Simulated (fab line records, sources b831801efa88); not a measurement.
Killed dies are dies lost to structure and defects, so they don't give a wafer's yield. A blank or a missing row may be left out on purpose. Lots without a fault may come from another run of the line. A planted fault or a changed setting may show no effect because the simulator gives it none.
Which tool did it? | flow sky130 | 12 lots, 36 wafers sampled, at 3 steps of a route of 708

WHAT THE GAUGES READ, wafer by wafer
SKY_LDD_HVN_TW_MEAS_10.
lot  | measured     | on            | LDD_HVN_TW
L523 | day 20 12:14 | film_metro-02 | 1452 1450 1447
L524 | day 20 23:07 | film_metro-01 | 1442 1441 1438
L528 | day 22 22:43 | film_metro-04 | 1447 1442 1457
L530 | day 23 05:41 | film_metro-02 | 1515 1517 1523
L531 | day 23 13:16 | film_metro-02 | 1514 1524 1530
L537 | day 25 08:41 | film_metro-01 | 1421 1427 1432
L538 | day 26 01:35 | film_metro-04 | 1453 1447 1448
L539 | day 26 09:21 | film_metro-04 | 1448 1451 1455
L540 | day 26 15:48 | film_metro-02 | 1445 1451 1450
L541 | day 26 20:48 | film_metro-01 | 1438 1436 1422
L542 | day 27 13:46 | film_metro-01 | 1438 1432 1440
L544 | day 27 16:55 | film_metro-04 | 1450 1450 1449

SKY_CONTACT_BOW_MEAS_05.
lot  | measured     | on            | CONTACT_BOW (um)
L523 | day 30 17:07 | film_metro-04 | 78 76 80
L524 | day 31 06:19 | film_metro-03 | 73 78 81
L528 | day 32 18:36 | film_metro-01 | 77 91 78
L530 | day 33 01:24 | film_metro-03 | 85 75 80
L531 | day 33 09:19 | film_metro-03 | 79 86 78
L537 | day 35 00:28 | film_metro-04 | 74 78 83
L538 | day 35 15:56 | film_metro-03 | 98 87 83
L539 | day 35 23:10 | film_metro-01 | 74 84 83
L540 | day 36 01:48 | film_metro-04 | 87 81 72
L541 | day 36 07:34 | film_metro-01 | 76 83 82
L542 | day 36 23:20 | film_metro-04 | 78 84 74
L544 | day 37 03:19 | film_metro-04 | 81 97 84

WHICH TOOL RAN EACH LOT (tool, then ch and the chambers of the sampled wafers, then the start)
lot  | SKY_LDD_HVN_IMPLANT_08
L523 | implanter-02 ch 0, day 20 11:59
L524 | implanter-04 ch 0, day 20 22:52
L528 | implanter-04 ch 0, day 22 22:28
L530 | implanter-02 ch 0, day 23 05:28
L531 | implanter-02 ch 0, day 23 13:01
L537 | implanter-01 ch 0, day 25 08:29
L538 | implanter-01 ch 0, day 26 01:20
L539 | implanter-02 ch 0, day 26 09:06
L540 | implanter-02 ch 0, day 26 15:34
L541 | implanter-02 ch 0, day 26 20:34
L542 | implanter-01 ch 0, day 27 13:33
L544 | implanter-02 ch 0, day 27 16:41
- SKY_LDD_HVN_IMPLANT_08

WHAT THE TOOLS THEMSELVES READ (means of the sampled wafers that have a number; where no wafer has one, the mark that the record gives instead)
SKY_LDD_HVN_IMPLANT_08.
lot  | tool         | dose_ions_cm2 | faraday_current_uA
L523 | implanter-02 | 3e+13         | 168
L524 | implanter-04 | 3e+13         | 165
L528 | implanter-04 | 3e+13         | 171
L530 | implanter-02 | 3e+13         | 195
L531 | implanter-02 | 3e+13         | 197
L537 | implanter-01 | 3e+13         | 171
L538 | implanter-01 | 3e+13         | 169
L539 | implanter-02 | 3e+13         | 169
L540 | implanter-02 | 3e+13         | 171
L541 | implanter-02 | 3e+13         | 170
L542 | implanter-01 | 3e+13         | 171
L544 | implanter-02 | 3e+13         | 171

THE ANSWER, worked out from the rows above alone
Rule: what is usual is taken from the lots themselves. Put in order of their means at a reading, lots are off if they are a third of the lots or fewer, leave a main group of 4 or more, and stand apart from it by a gap of 3 or more times the standard deviation of the main group's means; of several such gaps the widest counts. A main group whose means are all the same, to the digits that the tables above print for the reading, isn't used. A lot without any number at a reading at which 4 lots or more have one is off too. The other lots that the step has rows for count as sound. The gauges are gone through in route order, then the tools' own readings, and for those a lot's mean is taken as printed above. The first step at which some lot is off is used, and at that step the reading that is off furthest; a lot without a number counts as furthest.
Off: L530, L531, at SKY_LDD_HVN_TW_MEAS_10 (LDD_HVN_TW). The main group: mean 1443, standard deviation 8.3.
A tool fits if, at a process step before that reading, it ran every lot that is off, and no sound lot after the first of them. The gauges at SKY_LDD_HVN_TW_MEAS_10 aren't tried: what is off there is off at SKY_LDD_HVN_IMPLANT_08 too, on other tools, and a gauge's error can't cause that. None of those tried fits.

WHAT THE SIMULATOR HAD PUT IN
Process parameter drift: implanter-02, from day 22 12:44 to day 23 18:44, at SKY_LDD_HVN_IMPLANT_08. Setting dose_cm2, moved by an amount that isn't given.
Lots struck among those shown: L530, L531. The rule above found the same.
